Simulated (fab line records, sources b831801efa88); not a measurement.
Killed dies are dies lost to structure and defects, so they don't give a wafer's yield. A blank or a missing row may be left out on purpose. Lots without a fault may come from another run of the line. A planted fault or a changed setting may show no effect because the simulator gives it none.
Which tool did it? | flow gf180mcu | 6 lots, 18 wafers sampled, at 2 steps of a route of 602

WHAT THE GAUGES READ, wafer by wafer
GF_HV_LDD_CD_MEAS_19: target cd 400 nm.
lot  | measured     | on        | cd_nm (nm)
L664 | day 11 00:41 | cd_sem-02 | 399.2 400.1 398.8
L666 | day 11 11:38 | cd_sem-01 | 399.0 400.1 399.4
L668 | day 12 06:29 | cd_sem-01 | 396.4 398.5 398.5
L672 | day 13 17:09 | cd_sem-01 | 416.1 414.8 415.6
L677 | day 15 05:04 | cd_sem-01 | 397.1 398.6 395.5
L682 | day 16 19:38 | cd_sem-01 | 401.5 402.4 400.1

WHICH TOOL RAN EACH LOT (tool, then ch and the chambers of the sampled wafers, then the start)
lot  | GF_HV_LDD_EXPOSE_16
L664 | iline_stepper-01 ch 0, day 10 16:04
L666 | iline_stepper-02 ch 0, day 11 02:20
L668 | iline_stepper-01 ch 0, day 11 20:49
L672 | iline_stepper-01 ch 0, day 13 07:31
L677 | iline_stepper-02 ch 0, day 14 19:01
L682 | iline_stepper-02 ch 0, day 16 08:37
- GF_HV_LDD_EXPOSE_16: exposes mask Pplus LV AREA, target cd 400 nm.

THE ANSWER, worked out from the rows above alone
Rule: what is usual is taken from the lots themselves. Put in order of their means at a reading, lots are off if they are a third of the lots or fewer, leave a main group of 4 or more, and stand apart from it by a gap of 3 or more times the standard deviation of the main group's means; of several such gaps the widest counts. A main group whose means are all the same, to the digits that the tables above print for the reading, isn't used. A lot without any number at a reading at which 4 lots or more have one is off too. The other lots that the step has rows for count as sound.
Off: L672, at GF_HV_LDD_CD_MEAS_19 (cd_nm). The main group: mean 399.0 nm, standard deviation 1.5.
A tool fits if, at a process step before that reading, it ran every lot that is off, and no sound lot after the first of them. The gauges at GF_HV_LDD_CD_MEAS_19 are tried like those tools. One fits: iline_stepper-01 at GF_HV_LDD_EXPOSE_16. Its last sound lot is L668 (day 11 20:49), its first lot that is off L672 (day 13 07:31): a fault that began between those two fits.

WHAT THE SIMULATOR HAD PUT IN
Process parameter drift: iline_stepper-01, from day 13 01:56 on, at GF_HV_LDD_EXPOSE_16. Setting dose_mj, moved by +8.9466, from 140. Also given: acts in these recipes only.
Lots struck among those shown: L672. The rule above found the same.
